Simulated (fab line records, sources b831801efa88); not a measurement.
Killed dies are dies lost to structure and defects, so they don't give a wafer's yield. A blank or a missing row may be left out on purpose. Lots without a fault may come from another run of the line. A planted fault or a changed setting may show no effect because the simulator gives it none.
fab line records | flow sky130 | part 2 of 2: steps 26 to 26 of 26
record lots=7 wafers=21 last_day=50
route steps=708 shown VIA1@480 METAL2@483 PAD_OPEN@708
lots that met no fault: from a run of the same line without faults
start_h: hours from the record's first day to the start of the lot's first wafer shown | wait_h: hours since the lot's step before | " the same as in the row above | L1.1+2: a row that stands for several wafers | - no value, or no start given | * or withheld: withheld | < > ~ a bound
route shown NAME@n: a module of which the file shows steps, and the number in the route of the first | usual: mean/standard deviation of fault-free wafers | same: alike in all rows | chamber/n: place in a boat | sites: the reading at each site | _std_site: their standard deviation | _edge_site: outer sites' mean less inner sites' | radius_mm: how far each site lies from the wafer's centre | mask NAME#n: copy n | behind: the tool/chamber that last shaped the wafer | hold: why the lot was held/for how many hours/how that ended | device: the transistor (n, p or np) that didn't switch | end of line: the same wafers' tests at the end of the route | a step without rows: its recipe alone | killed: dies lost to structure and defects at the first sort, not the wafer's yield | map: a wafer's dies, x killed, . not, _ none there
set.NAME: the setting as run; set.NAME@STEP: as run at that earlier step | model.NAME: the simulator's own value behind a step, which no gauge read
lots at some steps of the route; a table a step, a row a wafer
services: from which hour (start_h, from the record's first day; less than 0 if before it) a tool's chamber was out of use, for how many hours, and why
## steps
# step SKY_PAD_OPEN_PROBE_99
# usual defect_limited_yield=83.0/2 killed_at_M0_to_M3=43/7.1 killed_at_M4_up=3.1/1.7 killed_at_contacts=23/5.1 killed_at_front_end=14/4.4 killed_at_other=0.3/0.47 killed_dies=84/9.9 killed_open=45/6.6 killed_short=38/6.8 sort_bin_3_pad_short=0.8/0.4 sort_bin_5_function=10.1/1.4 sort_bin_6_memory=6.1/1.2 sort_n_pass=408/9.9 sort_yield_pct=83.0/2
# same gross_dies=492 killed_at_back_side=0 sort_bin_4_leakage[%]=0 sort_bin_8_speed[%]=0
# columns lot.wafer tool chamber start_h wait_h defect_limited_yield[%] killed_at_M0_to_M3 killed_at_M4_up killed_at_contacts killed_at_front_end killed_at_other killed_dies killed_open killed_short sort_bin_3_pad_short[%] sort_bin_5_function[%] sort_bin_6_memory[%] sort_n_pass sort_yield_pct[%] model.etest.met2_comb.leak_log10_a_um
L408.2 prober-02 - 1092.00 0.1 85.8 32 1 23 14 0 70 43 27 0.6 7.9 5.7 422 85.8 -12.03
L408.4 prober-02 - 1092.10 0.2 80.3 49 5 26 17 0 97 53 44 0.6 11.4 7.7 395 80.3 -11.87
L408.5 prober-02 - 1092.15 0.2 85.4 38 0 16 18 0 72 44 28 0.8 9.1 4.7 420 85.4 -12.02
L411.3 prober-01 - 1108.37 0.2 84.6 42 2 22 10 0 76 38 38 1.2 9.8 4.5 416 84.6 -11.93
L411.5 prober-01 - 1108.47 0.2 81.7 51 4 18 17 0 90 49 41 1.0 9.8 7.5 402 81.7 -12.01
L411.6 prober-01 - 1108.52 0.2 81.1 45 4 25 19 0 93 50 43 0.8 9.6 8.5 399 81.1 -11.93
L413.2 prober-01 - 1122.33 0.1 82.1 41 7 26 14 0 88 47 41 0.6 10.4 6.9 404 82.1 -12.03
L413.3 prober-01 - 1122.38 0.2 78.7 54 3 32 16 0 105 53 52 1.0 12.4 7.9 387 78.7 -12.02
L413.5 prober-01 - 1122.48 0.2 83.7 45 2 19 12 2 80 44 36 0.2 10.0 6.1 412 83.7 -11.95
L418.3 prober-01 - 1149.77 0.2 84.8 38 2 20 15 0 75 49 26 0.6 10.6 4.1 417 84.8 -11.9
L418.5 prober-01 - 1149.87 0.2 80.3 56 3 22 15 1 97 49 48 1.0 13.8 4.9 395 80.3 -11.89
L418.6 prober-01 - 1149.92 0.2 85.8 33 4 26 6 1 70 34 36 0.8 7.7 5.7 422 85.8 -11.95
L419.2 prober-02 - 1155.99 0.1 83.5 41 2 24 14 0 81 42 39 1.2 10.0 5.3 411 83.5 -12.03
L419.4 prober-02 - 1156.09 0.2 84.8 53 5 10 7 0 75 37 38 0.8 8.1 6.3 417 84.8 -11.81
L419.5 prober-02 - 1156.14 0.2 82.1 43 3 27 14 1 88 44 44 0.8 11.8 5.3 404 82.1 -11.83
L422.3 prober-01 - 1168.01 0.2 81.1 53 3 29 8 0 93 50 43 1.4 8.9 8.5 399 81.1 -11.78
L422.4 prober-01 - 1168.06 0.2 81.9 44 4 27 14 0 89 48 41 1.2 10.0 6.9 403 81.9 -12
L422.6 prober-01 - 1168.16 0.2 81.9 40 4 29 15 1 89 48 41 1.0 10.8 6.3 403 81.9 -11.8
L429.1 prober-02 - 1202.99 0.1 85.8 35 1 23 11 0 70 36 34 0.2 9.3 4.7 422 85.8 -11.9
L429.5 prober-02 - 1203.19 0.2 83.1 46 4 20 13 0 83 46 37 1.4 10.2 5.3 409 83.1 -12.01
L429.6 prober-02 - 1203.24 0.2 84.1 34 1 28 15 0 78 45 33 0.6 9.3 5.9 414 84.1 -11.91
# killed by level:class
L408.2 VIA1:geometric_particle:open=9 CONTACT:geometric_particle:open=8 VIA3:geometric_particle:open=6 LI_CONTACT:geometric_particle:open=5 LOCAL_INTERCONNECT:geometric_particle:short=5 VIA2:geometric_particle:short=4 POLY_GATE:geometric_particle:open=3 SPACER:geometric_particle:open=3
L408.4 CONTACT:geometric_particle:open=8 VIA2:geometric_particle:open=8 VIA3:geometric_particle:open=8 CONTACT:geometric_particle:short=7 METAL1:geometric_particle:short=7 VIA1:geometric_particle:open=7 LI_CONTACT:geometric_particle:open=6 POLY_GATE:geometric_particle:short=5
L408.5 VIA1:geometric_particle:open=16 POLY_GATE:geometric_particle:open=7 VIA3:geometric_particle:open=6 METAL2:geometric_particle:short=6 CONTACT:geometric_particle:short=5 LOCAL_INTERCONNECT:geometric_particle:short=4 CONTACT:geometric_particle:open=4 SONOS_ONO:geometric_particle:short=3
L411.3 CONTACT:geometric_particle:open=9 METAL1:geometric_particle:short=8 METAL2:geometric_particle:short=7 VIA2:geometric_particle:open=6 VIA1:geometric_particle:open=6 CONTACT:geometric_particle:short=5 VIA3:geometric_particle:open=4 FIELD_ISO:geometric_particle:open=3
L411.5 VIA1:geometric_particle:open=12 VIA3:geometric_particle:open=8 FIELD_ISO:geometric_particle:short=7 VIA1:geometric_particle:short=7 VIA2:geometric_particle:open=7 CONTACT:geometric_particle:short=6 FIELD_ISO:geometric_particle:open=6 LI_CONTACT:geometric_particle:open=6
L411.6 LI_CONTACT:geometric_particle:open=9 VIA1:geometric_particle:open=9 CONTACT:geometric_particle:open=7 METAL1:geometric_particle:short=7 VIA2:geometric_particle:open=7 POLY_GATE:geometric_particle:short=6 FIELD_ISO:geometric_particle:short=5 CONTACT:geometric_particle:short=5
L413.2 VIA1:geometric_particle:open=9 LI_CONTACT:geometric_particle:open=7 VIA2:geometric_particle:open=7 CONTACT:geometric_particle:open=6 METAL4:geometric_particle:short=5 LI_CONTACT:geometric_particle:short=5 LOCAL_INTERCONNECT:geometric_particle:short=5 FIELD_ISO:geometric_particle:open=4
L413.3 CONTACT:geometric_particle:open=13 VIA1:geometric_particle:open=9 METAL1:geometric_particle:short=8 CONTACT:geometric_particle:short=7 VIA2:geometric_particle:short=6 VIA3:geometric_particle:open=6 POLY_GATE:geometric_particle:open=5 LI_CONTACT:geometric_particle:open=5
L413.5 VIA1:geometric_particle:open=10 CONTACT:geometric_particle:open=8 VIA3:geometric_particle:open=8 CONTACT:geometric_particle:short=6 VIA2:geometric_particle:open=6 VIA1:geometric_particle:short=5 METAL3:geometric_particle:short=3 METAL1:geometric_particle:open=3
L418.3 VIA1:geometric_particle:open=11 LI_CONTACT:geometric_particle:open=10 FIELD_ISO:geometric_particle:open=5 CONTACT:geometric_particle:open=5 METAL1:geometric_particle:short=4 METAL3:geometric_particle:short=4 VIA3:geometric_particle:open=4 POLY_GATE:geometric_particle:short=3
L418.5 VIA1:geometric_particle:open=11 METAL2:geometric_particle:short=11 CONTACT:geometric_particle:open=10 METAL3:geometric_particle:short=6 VIA2:geometric_particle:open=6 VIA1:geometric_particle:short=5 VIA3:geometric_particle:open=5 FIELD_ISO:geometric_particle:short=4
L418.6 CONTACT:geometric_particle:open=9 VIA1:geometric_particle:open=8 METAL2:geometric_particle:short=7 LI_CONTACT:geometric_particle:open=6 CONTACT:geometric_particle:short=4 METAL1:geometric_particle:short=4 METAL4:geometric_particle:short=4 LOCAL_INTERCONNECT:geometric_particle:short=3
L419.2 CONTACT:geometric_particle:open=10 VIA1:geometric_particle:open=10 VIA3:geometric_particle:open=7 METAL2:geometric_particle:short=6 METAL1:geometric_particle:short=6 CONTACT:geometric_particle:short=5 FIELD_ISO:geometric_particle:short=4 LOCAL_INTERCONNECT:geometric_particle:short=3
L419.4 VIA1:geometric_particle:open=17 VIA1:geometric_particle:short=9 METAL1:geometric_particle:short=8 METAL2:geometric_particle:short=7 LI_CONTACT:geometric_particle:open=3 CONTACT:geometric_particle:short=3 CONTACT:geometric_particle:open=3 VIA3:geometric_particle:open=3
L419.5 VIA1:geometric_particle:open=10 CONTACT:geometric_particle:open=8 METAL1:geometric_particle:short=8 LOCAL_INTERCONNECT:geometric_particle:short=7 VIA3:geometric_particle:open=6 CONTACT:geometric_particle:short=6 METAL2:geometric_particle:short=6 POLY_GATE:geometric_particle:open=5
L422.3 CONTACT:geometric_particle:open=13 VIA1:geometric_particle:open=13 VIA1:geometric_particle:short=7 LI_CONTACT:geometric_particle:open=6 VIA2:geometric_particle:open=6 METAL3:geometric_particle:short=5 VIA3:geometric_particle:open=5 LI_CONTACT:geometric_particle:short=4
L422.4 VIA1:geometric_particle:open=12 LI_CONTACT:geometric_particle:open=7 CONTACT:geometric_particle:short=7 CONTACT:geometric_particle:open=6 METAL1:geometric_particle:short=5 VIA3:geometric_particle:open=5 METAL3:geometric_particle:short=5 POLY_GATE:geometric_particle:open=4
L422.6 CONTACT:geometric_particle:open=12 VIA1:geometric_particle:open=8 CONTACT:geometric_particle:short=7 VIA3:geometric_particle:open=6 LI_CONTACT:geometric_particle:open=5 POLY_GATE:geometric_particle:open=5 METAL2:geometric_particle:short=5 VIA1:geometric_particle:short=5
L429.1 LI_CONTACT:geometric_particle:open=8 VIA2:geometric_particle:open=7 CONTACT:geometric_particle:open=6 LOCAL_INTERCONNECT:geometric_particle:short=5 METAL1:geometric_particle:short=5 VIA1:geometric_particle:open=5 VIA1:geometric_particle:short=4 POLY_GATE:geometric_particle:short=3
L429.5 VIA1:geometric_particle:open=15 CONTACT:geometric_particle:open=7 METAL2:geometric_particle:short=7 FIELD_ISO:geometric_particle:open=5 CONTACT:geometric_particle:short=5 METAL1:geometric_particle:short=4 LI_CONTACT:geometric_particle:open=4 LOCAL_INTERCONNECT:geometric_particle:short=4
L429.6 LI_CONTACT:geometric_particle:open=10 CONTACT:geometric_particle:open=8 VIA1:geometric_particle:open=7 METAL1:geometric_particle:short=7 VIA2:geometric_particle:open=7 LI_CONTACT:geometric_particle:short=5 FIELD_ISO:geometric_particle:open=4 VIA3:geometric_particle:open=4
## services
# columns tool chamber start_h hours kind
rie_metal-01 1 792.16 46.6 repair
pvd_sputter-01 - 798.65 1.4 repair
pvd_sputter-03 - 798.98 1.0 repair
rie_metal-02 0 808.44 5.5 repair
rie_metal-02 1 822.84 14.7 repair
plasma_asher-02 - 827.12 2.6 repair
pvd_sputter-02 - 834.49 2.3 repair
rie_metal-04 - 845.63 0.4 repair
pvd_sputter-01 - 854.80 13.4 repair
pvd_sputter-02 - 863.15 2.3 repair
pvd_sputter-03 - 877.44 1.2 repair
rie_metal-04 - 883.74 0.8 repair
pvd_sputter-01 - 884.34 2.2 repair
rie_metal-02 1 897.76 6.1 repair
pvd_sputter-02 - 898.36 3.4 repair
pvd_sputter-01 - 917.96 1.3 repair
plasma_asher-02 - 938.96 2.8 pm
rie_metal-04 - 953.81 15.6 pm
rie_metal-01 - 954.03 0.5 repair
pvd_sputter-02 - 959.63 1.3 repair
plasma_asher-04 - 960.08 4.3 repair
rie_metal-02 0 976.26 21.6 repair
plasma_asher-02 - 986.51 2.1 repair
rie_metal-04 - 991.72 2.8 pm
## key
first_sign step=SKY_METAL2_COAT_09 reading=spin_speed_rpm direction=down sigmas=99+ usual=3000.3 struck=2077.5
effect step=SKY_METAL2_ETCH_18 reading=oes_product_au direction=up sigmas=19 usual=0.854 struck=0.952
effect step=SKY_METAL2_STRIP_20 reading=strip_time_to_endpoint_s direction=up sigmas=4.7 usual=* struck=*
model_effect step=SKY_METAL2_ETCH_18 value=etch.depth_nm without=60.06 struck=72.17
model_effect step=SKY_PAD_OPEN_PROBE_99 value=etest.met2_comb.leak_log10_a_um without=-12 struck=-11.89
met_at SKY_METAL2_COAT_09
struck_wafers L418.3,L418.5,L418.6,L419.2,L419.4,L419.5,L422.3,L422.4,L422.6
onset_between 864.83 902.81
fault kind=process_parameter_drift tool=litho_track-02 chamber=- onset_h=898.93 steps=SKY_METAL2_COAT_09 channel=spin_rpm offset=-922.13 shape=step end_h=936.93 acts_in=these_recipes_only stated=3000
